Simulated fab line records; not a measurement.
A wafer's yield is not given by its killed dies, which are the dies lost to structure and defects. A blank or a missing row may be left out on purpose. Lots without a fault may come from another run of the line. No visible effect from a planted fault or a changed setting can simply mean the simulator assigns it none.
fab line records -- flow sky130
[record] lots = 11, wafers = 32, lastDay = 50
route steps=708 shown VIA2@531 CAPM@540 VIA3@573 PAD_OPEN@708
lots with no fault: from the same line, run without faults
startH: hours from the record's opening day to when the first of the lot's shown wafers began -- waitH: time in hours since the lot's previous step -- " same as the row above -- L1.1+2: several wafers, shown together as one row -- - value missing, or start not given -- * or withheld: withheld -- < > ~ a bound
route shown NAME@n: names a module that has steps shown in the file, with the first one's number in the route -- usual: mean and standard deviation over wafers with no fault -- same: alike in all rows -- chamber/n: place in a boat -- sites: the reading at each site -- _std_site: standard deviation of those values -- _edge_site: inner sites' mean taken away from outer sites' mean -- radiusMm: how far each site lies from the wafer's centre -- mask NAME#n: copy n -- behind: tool/chamber where the wafer was last shaped -- hold: why the lot went on hold/how many hours it stayed there/how the hold came to an end -- device: the n, p or np transistor that did not switch -- end of line: the same wafers' tests at the end of the route -- for a step that has no rows: nothing shown but its recipe -- killed: the dies lost at the first sort to structure and to defects; this is not the yield of the wafer -- map: shows each die of a wafer: x if killed, . if not, _ if none is there
set.NAME: the setting that was run; set.NAME@STEP: the one run at that earlier step -- model.NAME: the simulator's own value behind a step, which no gauge read
one table for each step of the route and one row for each wafer, over a sample of lots
services: from which hour (startH, from the record's first day; less than 0 if before it) a tool's chamber was out of use, for how many hours, and why
[[steps]]
[step SKY_VIA2_CMP_24]
[recipe] stopOn = SiO2, tOverpolishS = 20, downForcePsi = 3.5, platenRpm = 60, targetThkNm = 0, padVelocityMS = 0.94248
[usual] motorCurrentA = 10.5/0.8, overpolishRunS = 20.000/0.0086, timeToEndpointS = 102/4.2
lot.wafer,tool,chamber,startH,waitH,motorCurrentA,overpolishRunS,timeToEndpointS
L999.2,cmp-01,0,850.96,0.0,11.7,19.989,101
L999.3,cmp-01,2,850.96,0.0,9.5,20.008,109
L999.5,cmp-01,0,850.96,0.0,11.5,19.996,101
L101.4,cmp-01,0,862.31,0.0,11.6,19.996,99
L101.3,cmp-01,2,862.31,0.0,9.9,20.016,102
L101.6,cmp-01,0,862.31,0.0,11.5,20.019,100
L104.2,cmp-02,2,894.52,0.1,11.2,20.006,99
L104.3,cmp-02,3,894.52,0.1,10.4,19.996,109
L104.6,cmp-02,1,894.52,0.1,10.7,19.997,107
L105.4,cmp-02,1,897.83,0.1,11.8,20.000,105
L105.3,cmp-02,3,897.83,0.1,10.8,20.006,103
L107.3,cmp-02,0,917.87,0.0,9.3,19.996,95
L107.4,cmp-02,2,917.87,0.0,10.6,19.995,103
L107.5,cmp-02,0,917.87,0.0,10.0,20.006,97
L115.2,cmp-02,3,968.59,0.0,10.4,19.996,105
L115.4,cmp-02,2,968.59,0.0,11.3,20.004,102
L115.5,cmp-02,3,968.59,0.0,10.6,19.994,108
L116.4,cmp-01,1,974.51,0.0,9.7,20.000,103
L116.5,cmp-01,1,974.51,0.0,9.6,20.012,104
L116.6,cmp-01,2,974.51,0.0,10.7,19.990,109
L117.3,cmp-02,3,984.26,0.0,10.8,19.992,110
L117.4,cmp-02,0,984.26,0.0,10.1,19.980,100
L117.6,cmp-02,3,984.26,0.0,9.7,20.005,105
L118.1,cmp-01,1,988.55,0.2,9.1,19.998,102
L118.5,cmp-01,2,988.55,0.2,9.9,20.004,107
L118.6,cmp-01,3,988.55,0.2,11.6,20.005,100
L120.4,cmp-01,1,1000.91,0.0,9.6,20.006,100
L120.3,cmp-01,3,1000.91,0.0,11.3,20.001,96
L120.5,cmp-01,2,1000.91,0.0,10.0,20.003,103
L121.4,cmp-01,1,1005.19,0.1,9.3,20.003,102
L121.2,cmp-01,2,1005.19,0.1,10.1,20.000,104
L121.6,cmp-01,0,1005.19,0.1,11.2,19.994,97
[step SKY_CAPM_RS_MEAS_03]
[recipe] thkMeasGauge = four-point-probe, reads = TiN_of_CAPM_SPUTTER_02
[usual] CAPM_TIN_RS = 6.96/0.097
lot.wafer,tool,chamber,startH,waitH,CAPM_TIN_RS[ohm/sq]
L999.2,filmMetro-03,-,851.62,0.1,6.86
L999.3,filmMetro-03,-,851.62,0.1,7.09
L999.5,filmMetro-03,-,851.62,0.1,6.92
L101.3,filmMetro-02,-,862.99,0.1,6.77
L101.4,filmMetro-02,-,862.99,0.1,6.95
L101.6,filmMetro-02,-,862.99,0.1,6.84
L104.2,filmMetro-01,-,895.09,0.1,7.00
L104.3,filmMetro-01,-,895.09,0.1,7.11
L104.6,filmMetro-01,-,895.09,0.1,7.05
L105.3,filmMetro-02,-,898.46,0.1,7.01
L105.4,filmMetro-02,-,898.46,0.1,6.98
L107.3,filmMetro-01,-,918.56,0.1,6.93
L107.4,filmMetro-01,-,918.56,0.1,7.12
L107.5,filmMetro-01,-,918.56,0.1,7.27
L115.2,filmMetro-03,-,969.25,0.1,6.96
L115.4,filmMetro-03,-,969.25,0.1,6.76
L115.5,filmMetro-03,-,969.25,0.1,6.89
L116.4,filmMetro-03,-,975.21,0.1,6.82
L116.5,filmMetro-03,-,975.21,0.1,6.97
L116.6,filmMetro-03,-,975.21,0.1,6.87
L117.3,filmMetro-02,-,984.94,0.1,7.01
L117.4,filmMetro-02,-,984.94,0.1,6.95
L117.6,filmMetro-02,-,984.94,0.1,6.94
L118.1,filmMetro-03,-,989.04,0.1,6.91
L118.5,filmMetro-03,-,989.04,0.1,6.94
L118.6,filmMetro-03,-,989.04,0.1,6.89
L120.3,filmMetro-02,-,1001.60,0.1,6.90
L120.4,filmMetro-02,-,1001.60,0.1,6.95
L120.5,filmMetro-02,-,1001.60,0.1,6.94
L121.2,filmMetro-02,-,1005.81,0.1,7.03
L121.4,filmMetro-02,-,1005.81,0.1,6.96
L121.6,filmMetro-02,-,1005.81,0.1,7.05
[step SKY_CAPM_STRIP_14]
[recipe] chemistry = O2/N2, powerW = 1400, pressureMtorr = 1500, platenTempC = withheld, o2FlowSccm = 3000, n2FlowSccm = 300, overashFraction = 0.5
[usual] drypumpMotorCurrentA = 5.7/0.5, oesProductAu = 0.710/0.0047, stripTimeToEndpointS = 12.67/0.048
lot.wafer,tool,chamber,startH,waitH,drypumpMotorCurrentA,oesProductAu,rfHoursCounterH,stripTimeToEndpointS
L999.2,plasmaAsher-03,1,876.83,0.1,5.4,0.711,105,12.73
L999.3,plasmaAsher-03,0,876.83,0.1,6.5,0.708,-,12.68
L999.5,plasmaAsher-03,1,876.83,0.1,5.3,0.703,-,12.73
L101.3,plasmaAsher-02,0,889.06,0.1,5.5,0.706,-,12.64
L101.4,plasmaAsher-02,1,889.06,0.1,5.4,0.708,-,12.64
L101.6,plasmaAsher-02,1,889.06,0.1,5.4,0.710,-,12.65
L104.2,plasmaAsher-02,1,920.43,0.1,5.4,0.723,49,12.70
L104.3,plasmaAsher-02,0,920.43,0.1,5.5,0.703,-,12.69
L104.6,plasmaAsher-02,1,920.43,0.1,5.4,0.718,-,12.69
L105.3,plasmaAsher-01,1,923.96,0.1,5.4,0.711,-,12.69
L105.4,plasmaAsher-01,0,923.96,0.1,6.6,0.718,-,12.64
L107.3,plasmaAsher-01,1,943.37,0.1,5.4,0.709,-,12.68
L107.4,plasmaAsher-01,0,943.37,0.1,6.6,0.714,-,12.66
L107.5,plasmaAsher-01,1,943.37,0.1,5.4,0.712,-,12.71
L115.2,plasmaAsher-03,0,993.61,0.1,6.4,0.710,116,12.73
L115.4,plasmaAsher-03,0,993.61,0.1,6.4,0.711,-,12.72
L115.5,plasmaAsher-03,0,993.61,0.1,6.4,0.718,-,12.70
L116.4,plasmaAsher-03,1,998.96,0.1,5.4,0.704,-,12.76
L116.5,plasmaAsher-03,0,998.96,0.1,6.4,0.715,-,12.66
L116.6,plasmaAsher-03,1,998.96,0.1,5.3,0.716,-,12.71
L117.3,plasmaAsher-02,0,1008.64,0.1,5.5,0.705,-,12.75
L117.4,plasmaAsher-02,1,1008.64,0.1,5.4,0.709,-,12.73
L117.6,plasmaAsher-02,1,1008.64,0.1,5.4,0.715,-,12.78
L118.1,plasmaAsher-03,0,1012.56,0.1,6.5,0.705,118,12.69
L118.5,plasmaAsher-03,0,1012.56,0.1,6.4,0.719,-,12.69
L118.6,plasmaAsher-03,1,1012.56,0.1,5.4,0.702,-,12.65
L120.3,plasmaAsher-02,0,1025.06,0.1,5.5,0.698,-,12.70
L120.4,plasmaAsher-02,1,1025.06,0.1,5.4,0.712,-,12.71
L120.5,plasmaAsher-02,0,1025.06,0.1,5.5,0.717,-,12.71
L121.2,plasmaAsher-02,0,1027.98,0.1,5.5,0.712,60,12.61
L121.4,plasmaAsher-02,1,1027.98,0.1,5.4,0.712,-,12.69
L121.6,plasmaAsher-02,1,1027.98,0.1,5.4,0.711,-,12.67
[step SKY_VIA3_HDPCVD_00]
[recipe] material = SiO2, targetThkNm = 1635, sigmaOpenFrac = 0.3, timeS = 272.5, tempC = 400, sih4FlowSccm = 60, pressureMtorr = 6
[usual] runLengthS = 300.7/0.47
lot.wafer,tool,chamber,startH,waitH,runLengthS
L999.2,hdpcvd-02,1,904.90,0.0,300.3
L999.3,hdpcvd-02,0,904.90,0.0,300.2
L999.5,hdpcvd-02,0,904.90,0.0,299.7
L101.3,hdpcvd-02,2,916.11,0.0,300.2
L101.4,hdpcvd-02,0,916.11,0.0,299.9
L101.6,hdpcvd-02,1,916.11,0.0,300.5
L104.2,hdpcvd-01,0,946.71,0.0,300.6
L104.3,hdpcvd-01,1,946.71,0.0,301.1
L104.6,hdpcvd-01,1,946.71,0.0,301.5
L105.3,hdpcvd-01,0,951.62,0.1,378.7
L105.4,hdpcvd-01,0,951.62,0.1,300.9
L107.3,hdpcvd-01,1,968.81,0.0,379.2
L107.4,hdpcvd-01,1,968.81,0.0,301.4
L107.5,hdpcvd-01,2,968.81,0.0,300.9
L115.2,hdpcvd-02,1,1018.52,0.0,300.7
L115.4,hdpcvd-02,2,1018.52,0.0,300.6
L115.5,hdpcvd-02,1,1018.52,0.0,300.4
L116.4,hdpcvd-01,1,1022.81,0.1,301.1
L116.5,hdpcvd-01,0,1022.81,0.1,301.3
L116.6,hdpcvd-01,2,1022.81,0.1,300.7
L117.3,hdpcvd-02,1,1033.33,0.0,300.3
L117.4,hdpcvd-02,1,1033.33,0.0,300.3
L117.6,hdpcvd-02,2,1033.33,0.0,301.4
L118.1,hdpcvd-02,0,1037.27,0.0,300.5
L118.5,hdpcvd-02,1,1037.27,0.0,300.8
L118.6,hdpcvd-02,2,1037.27,0.0,301.3
L120.3,hdpcvd-01,2,1049.19,0.0,300.7
L120.4,hdpcvd-01,0,1049.19,0.0,301.2
L120.5,hdpcvd-01,1,1049.19,0.0,302.1
L121.2,hdpcvd-01,1,1052.02,0.0,301.4
L121.4,hdpcvd-01,2,1052.02,0.0,300.7
L121.6,hdpcvd-01,1,1052.02,0.0,301.4
[step SKY_VIA3_THK_MEAS_01]
[recipe] reads = SiO2_of_VIA3_HDPCVD_00
[usual] VIA3_HDPCVD_THK = 1634/24
lot.wafer,tool,chamber,startH,waitH,hold,VIA3_HDPCVD_THK[nm]
L999.2,filmMetro-04,-,905.08,0.1,-,1659
L999.3,filmMetro-04,-,905.08,0.1,-,1579
L999.5,filmMetro-04,-,905.08,0.1,-,1589
L101.3,filmMetro-03,-,916.29,0.1,-,1591
L101.4,filmMetro-03,-,916.29,0.1,-,1588
L101.6,filmMetro-03,-,916.29,0.1,-,1639
L104.2,filmMetro-02,-,946.88,0.1,-,1621
L104.3,filmMetro-02,-,946.88,0.1,-,1621
L104.6,filmMetro-02,-,946.88,0.1,-,1644
L105.3,filmMetro-02,-,951.81,0.1,awaitDispo/0.2h/release,2093
L105.4,filmMetro-02,-,951.81,0.1,awaitDispo/0.2h/release,1626
L105.3,filmMetro-02,-,952.15,0.3,-,2092
L105.4,filmMetro-02,-,952.15,0.3,-,1626
L107.3,filmMetro-03,-,968.99,0.1,awaitDispo/0.2h/release,2137
L107.4,filmMetro-03,-,968.99,0.1,awaitDispo/0.2h/release,1651
L107.5,filmMetro-03,-,968.99,0.1,awaitDispo/0.2h/release,1656
L107.3,filmMetro-03,-,969.22,0.2,-,2135
L107.4,filmMetro-03,-,969.22,0.2,-,1651
L107.5,filmMetro-03,-,969.22,0.2,-,1656
L115.2,filmMetro-03,-,1018.69,0.1,-,1657
L115.4,filmMetro-03,-,1018.69,0.1,-,1680
L115.5,filmMetro-03,-,1018.69,0.1,-,1645
L116.4,filmMetro-03,-,1022.92,0.0,-,1613
L116.5,filmMetro-03,-,1022.92,0.0,-,1642
L116.6,filmMetro-03,-,1022.92,0.0,-,1609
L117.3,filmMetro-02,-,1033.53,0.1,-,1643
L117.4,filmMetro-02,-,1033.53,0.1,-,1634
L117.6,filmMetro-02,-,1033.53,0.1,-,1654
L118.1,filmMetro-03,-,1037.44,0.1,-,1595
L118.5,filmMetro-03,-,1037.44,0.1,-,1644
L118.6,filmMetro-03,-,1037.44,0.1,-,1676
L120.3,filmMetro-02,-,1049.38,0.1,-,1618
L120.4,filmMetro-02,-,1049.38,0.1,-,1651
L120.5,filmMetro-02,-,1049.38,0.1,-,1650
L121.2,filmMetro-03,-,1052.28,0.2,-,1655
L121.4,filmMetro-03,-,1052.28,0.2,-,1630
L121.6,filmMetro-03,-,1052.28,0.2,-,1645
[step SKY_PAD_OPEN_PROBE_99]
[usual] defectLimitedYield = 82.9/1.7, killed_at_M0_to_M3 = 42/6.1, killed_at_M4_up = 3.4/2, killedAtContacts = 23/4.8, killedAtFrontEnd = 15/3.8, killedAtOther = 0.3/0.48, killedDies = 84/8.5, killedOpen = 46/6.8, killedShort = 38/6.2, sort_bin_3_pad_short = 0.8/0.42, sort_bin_5_function = 10.1/1.4, sort_bin_6_memory = 6.2/0.99, sortNPass = 408/8.5, sortYieldPct = 82.9/1.7
[same] grossDies = 492, killedAtBackSide = 0, sort_bin_4_leakage[%] = 0, sort_bin_8_speed[%] = 0
lot.wafer,tool,chamber,startH,waitH,defectLimitedYield[%],killed_at_M0_to_M3,killed_at_M4_up,killedAtContacts,killedAtFrontEnd,killedAtOther,killedDies,killedOpen,killedShort,sort_bin_3_pad_short[%],sort_bin_5_function[%],sort_bin_6_memory[%],sortNPass,sortYieldPct[%]
L101.3,prober-01,-,1088.24,0.2,80.7,34,5,36,20,0,95,51,44,1.4,13.0,4.9,397,80.7
L101.4,prober-01,-,1088.29,0.2,84.8,44,2,20,9,0,75,42,33,0.8,9.3,5.1,417,84.8
L101.6,prober-01,-,1088.39,0.2,82.5,47,2,20,17,0,86,48,38,0.8,11.6,5.1,406,82.5
L116.4,prober-02,-,1172.97,0.2,82.9,47,4,20,13,0,84,44,40,0.6,9.8,6.7,408,82.9
L116.5,prober-02,-,1173.02,0.2,85.8,39,1,17,13,0,70,40,30,0.8,7.9,5.5,422,85.8
L116.6,prober-02,-,1173.07,0.2,82.3,40,4,24,19,0,87,47,40,1.0,10.0,6.7,405,82.3
L117.3,prober-02,-,1181.36,0.2,82.9,37,1,34,12,0,84,50,34,1.0,10.0,6.1,408,82.9
L117.4,prober-02,-,1181.41,0.2,85.2,44,2,20,7,0,73,33,39,0.2,10.8,3.9,419,85.2
L117.6,prober-02,-,1181.51,0.2,82.7,48,2,21,13,1,85,44,39,0.8,11.6,4.9,407,82.7
L118.1,prober-01,-,1183.64,0.1,83.1,46,3,19,15,0,83,46,36,1.0,8.5,7.3,409,83.1
L118.5,prober-01,-,1183.84,0.2,83.3,32,2,34,14,0,82,43,39,0.4,10.4,5.9,410,83.3
L118.6,prober-01,-,1183.89,0.2,82.5,46,1,23,15,1,86,48,37,0.4,11.8,5.3,406,82.5
L120.3,prober-01,-,1192.27,0.2,80.5,51,3,31,11,0,96,58,37,0.4,11.2,7.9,396,80.5
L120.4,prober-01,-,1192.32,0.2,81.3,42,2,28,20,0,92,51,40,1.4,11.2,6.1,400,81.3
L120.5,prober-01,-,1192.37,0.2,80.7,43,9,26,17,0,95,47,48,0.4,13.2,5.7,397,80.7
// killed by level:class
L101.3 CONTACT:geometricParticle:open=13 FIELD_ISO:geometricParticle:short=9 VIA1:geometricParticle:open=7 VIA2:geometricParticle:open=7 CONTACT:geometricParticle:short=6 LI_CONTACT:geometricParticle:short=6 FIELD_ISO:geometricParticle:open=5 LI_CONTACT:geometricParticle:open=5
L101.4 CONTACT:geometricParticle:open=10 VIA1:geometricParticle:open=10 VIA2:geometricParticle:open=6 VIA3:geometricParticle:open=6 METAL1:geometricParticle:short=5 VIA1:geometricParticle:short=5 METAL3:geometricParticle:short=5 POLY_GATE:geometricParticle:open=4
L101.6 CONTACT:geometricParticle:open=10 VIA3:geometricParticle:open=10 METAL2:geometricParticle:short=7 POLY_GATE:geometricParticle:short=6 LI_CONTACT:geometricParticle:open=6 METAL1:geometricParticle:short=6 VIA1:geometricParticle:open=6 VIA2:geometricParticle:open=5
L116.4 VIA1:geometricParticle:open=14 CONTACT:geometricParticle:open=7 VIA3:geometricParticle:open=7 VIA3:geometricParticle:short=6 FIELD_ISO:geometricParticle:short=5 METAL1:geometricParticle:short=5 LI_CONTACT:geometricParticle:short=4 CONTACT:geometricParticle:short=4
L116.5 VIA1:geometricParticle:open=12 CONTACT:geometricParticle:open=6 LOCAL_INTERCONNECT:geometricParticle:short=5 METAL2:geometricParticle:short=5 VIA2:geometricParticle:open=5 VIA3:geometricParticle:open=5 VIA1:geometricParticle:short=4 VIA2:geometricParticle:short=4
L116.6 CONTACT:geometricParticle:open=12 VIA1:geometricParticle:open=8 CONTACT:geometricParticle:short=7 SPACER:geometricParticle:open=5 METAL1:geometricParticle:short=5 VIA2:geometricParticle:open=5 VIA3:geometricParticle:open=5 POLY_GATE:geometricParticle:short=4
L117.3 LI_CONTACT:geometricParticle:open=14 CONTACT:geometricParticle:short=8 VIA1:geometricParticle:open=8 CONTACT:geometricParticle:open=6 VIA2:geometricParticle:open=6 FIELD_ISO:geometricParticle:open=5 METAL2:geometricParticle:short=4 VIA3:geometricParticle:open=4
L117.4 VIA1:geometricParticle:open=11 METAL1:geometricParticle:short=7 LOCAL_INTERCONNECT:geometricParticle:short=6 CONTACT:geometricParticle:short=6 CONTACT:geometricParticle:open=5 VIA1:geometricParticle:short=5 VIA2:geometricParticle:short=4 VIA2:geometricParticle:open=4
L117.6 VIA1:geometricParticle:open=12 CONTACT:geometricParticle:open=8 METAL1:geometricParticle:short=8 VIA2:geometricParticle:open=5 LI_CONTACT:geometricParticle:open=4 LOCAL_INTERCONNECT:geometricParticle:short=4 VIA1:geometricParticle:short=4 FIELD_ISO:geometricParticle:short=3
L118.1 METAL2:geometricParticle:short=9 VIA1:geometricParticle:open=8 VIA3:geometricParticle:open=8 CONTACT:geometricParticle:open=6 VIA2:geometricParticle:open=6 LI_CONTACT:geometricParticle:open=5 METAL3:geometricParticle:short=4 FIELD_ISO:geometricParticle:open=3
L118.5 CONTACT:geometricParticle:open=12 VIA3:geometricParticle:open=9 LI_CONTACT:geometricParticle:open=7 LOCAL_INTERCONNECT:geometricParticle:short=7 LI_CONTACT:geometricParticle:short=5 METAL1:geometricParticle:short=5 FIELD_ISO:geometricParticle:open=4 POLY_GATE:geometricParticle:short=4
L118.6 CONTACT:geometricParticle:open=14 VIA1:geometricParticle:open=12 VIA3:geometricParticle:open=8 LOCAL_INTERCONNECT:geometricParticle:short=5 VIA2:geometricParticle:short=5 FIELD_ISO:geometricParticle:open=4 METAL1:geometricParticle:short=4 VIA2:geometricParticle:open=4
L120.3 VIA1:geometricParticle:open=18 CONTACT:geometricParticle:open=12 LI_CONTACT:geometricParticle:open=7 METAL1:geometricParticle:short=7 VIA2:geometricParticle:open=6 VIA3:geometricParticle:open=5 VIA3:geometricParticle:short=5 FIELD_ISO:geometricParticle:short=4
L120.4 LI_CONTACT:geometricParticle:open=7 VIA1:geometricParticle:short=7 CONTACT:geometricParticle:open=7 VIA1:geometricParticle:open=7 VIA3:geometricParticle:open=7 FIELD_ISO:geometricParticle:open=6 LOCAL_INTERCONNECT:geometricParticle:short=6 VIA2:geometricParticle:open=6
L120.5 VIA1:geometricParticle:open=12 VIA1:geometricParticle:short=8 METAL4:geometricParticle:short=7 LI_CONTACT:geometricParticle:open=6 CONTACT:geometricParticle:open=6 FIELD_ISO:geometricParticle:open=5 LI_CONTACT:geometricParticle:short=5 CONTACT:geometricParticle:short=5
[[services]]
tool,chamber,startH,hours,kind
cmp-02,-,844.32,3.1,repair
cmp-01,-,853.38,0.8,repair
cmp-01,-,860.90,0.3,repair
plasmaAsher-03,-,899.40,1.0,repair
plasmaAsher-01,-,904.09,1.9,repair
hdpcvd-02,-,909.63,2.8,pm
cmp-01,-,912.00,4.0,pm
plasmaAsher-01,-,918.16,0.6,repair
cmp-01,-,947.38,4.5,repair
hdpcvd-02,-,950.25,15.0,pm
plasmaAsher-03,-,956.80,7.0,pm
cmp-02,-,960.10,1.4,repair
plasmaAsher-02,-,964.40,2.8,pm
cmp-02,-,970.12,1.0,repair
hdpcvd-02,-,970.28,0.4,repair
hdpcvd-01,1,970.94,14.3,repair
hdpcvd-02,-,973.46,5.5,repair
cmp-02,-,986.37,7.9,pm
plasmaAsher-02,-,990.95,1.4,repair
plasmaAsher-02,-,1009.26,1.1,repair
plasmaAsher-01,-,1023.84,16.7,repair
cmp-02,-,1030.35,15.0,pm
hdpcvd-02,2,1040.88,17.6,repair
cmp-02,-,1051.01,0.7,repair
[[key]]
[firstSign] step = SKY_VIA3_HDPCVD_00, reading = runLengthS, direction = up, sigmas = 99+, usual = *, struck = *
[effect] step = SKY_VIA3_THK_MEAS_01, reading = visit, direction = added
[effect] step = SKY_VIA3_THK_MEAS_01, reading = VIA3_HDPCVD_THK, direction = up, sigmas = 20, usual = 1634, struck = 2115
metAt SKY_VIA3_HDPCVD_00
struckLots L105,L107
struckWafers L105.3,L107.3
notActingAt SKY_VIA2_CMP_24,SKY_CAPM_RS_MEAS_03,SKY_CAPM_STRIP_14
onsetBetween 946.71 951.62
[fault] kind = processParameterDrift, tool = hdpcvd-01, chamber = -, onsetH = 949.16, steps = SKY_VIA3_HDPCVD_00, channel = timeS, offset = *, shape = step, endH = 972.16, scope = struckWafersOnly, actsIn = *, stated = *
